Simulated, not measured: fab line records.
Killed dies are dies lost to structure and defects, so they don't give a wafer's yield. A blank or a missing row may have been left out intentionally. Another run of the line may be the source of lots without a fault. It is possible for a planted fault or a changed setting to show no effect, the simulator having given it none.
Problem report in the 8D (eight disciplines) form, filled by code + flow sky130 + the parts of the form that need people (team, actions taken, sign-off) are left out

1. WHAT IS WRONG
Mean of rf_fwd_power_W at SKY_METAL4_ETCH_16: 578.2 W across 6 wafers in 2 lots; on wafers with no fault it is 496.5 W (standard deviation 1.7). That is +48 standard deviations from the usual mean.
The step: etches BARC in N2/H2, stops on SiO2, time 88.2 s, target depth 60 nm.
First seen on wafer L851.1, day 44 18:42, on rie_metal-03. At this step, 18 wafers from 6 lots have a number in the record. Rule for "out", or "out of limits": more than 4 standard deviations from the usual mean. Any other wafer with a number is counted as sound.

2. WHAT IT IS AND WHAT IT IS NOT
| question                    | is                     | is not                                                                   |
|-----------------------------|------------------------|--------------------------------------------------------------------------|
| which readings at this step | rf_fwd_power_W         | oes_product_au                                                           |
| which lots                  | L851, L855             | L843, L847, L858, L862                                                   |
| which wafers of those lots  | all that have a number | -                                                                        |
| read on which tools         | rie_metal-03           | rie_metal-02, rie_metal-04                                               |
| when                        | from day 44 18:42      | up to then (6 sound wafers); but 6 sound wafers of L858, L862 came after |

3. THE SUSPECTS, EACH WITH WHAT RULES IT OUT
Counting: a tool at any process step up to the reading remains a suspect when it ran all the lots that are out and ran no sound lot after the first of those.
- rie_metal-03 at SKY_METAL4_DESCUM_15 (chemistry O2, time 8 s): kept. Every lot that is out went through it, starting with L851 (day 44 18:40), and after that it ran no sound lot; the last sound lot it ran before then is L847 (day 43 12:12).
- rie_metal-03 at SKY_METAL4_ETCH_16 (etches BARC in N2/H2, stops on SiO2, time 88.2 s, target depth 60 nm): kept. Every lot that is out went through it, starting with L851 (day 44 18:42), and after that it ran no sound lot; the last sound lot it ran before then is L847 (day 43 12:14). Out on those wafers are its own readings of rf_fwd_power_W.
After counting, rie_metal-03 at SKY_METAL4_DESCUM_15 and rie_metal-03 at SKY_METAL4_ETCH_16 remain.

4. THE CAUSE (what the simulator had put in)
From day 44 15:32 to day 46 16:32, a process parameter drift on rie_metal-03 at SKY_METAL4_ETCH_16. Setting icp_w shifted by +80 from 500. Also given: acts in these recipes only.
Counting left 2 suspects, and this tool is among them.

5. THE EFFECT CHAIN, in route order
Each row: a reading where the mean over the struck wafers with a number is more than 3 standard deviations away from the usual. Readings are gone through only where the record gives a usual standard deviation; hours: the median, over the lots, of the time from a lot's start at the first step in this table giving one to that lot's start at this step; sigmas: the change measured in usual standard deviations.
| hours | step               | reading        | usual   | on struck wafers | change | sigmas |
|-------|--------------------|----------------|---------|------------------|--------|--------|
| 0     | SKY_METAL4_ETCH_16 | rf_fwd_power_W | 496.5 W | 578.2            | +81.8  | +48    |
Here are the process steps it includes:
- SKY_METAL4_ETCH_16: etches BARC in N2/H2, stops on SiO2, time 88.2 s, target depth 60 nm.

6. HOW IT WOULD HAVE BEEN CAUGHT EARLIER
3 hours passed between the start of the fault at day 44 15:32 and the first reading out of limits in this record, taken at day 44 18:42.
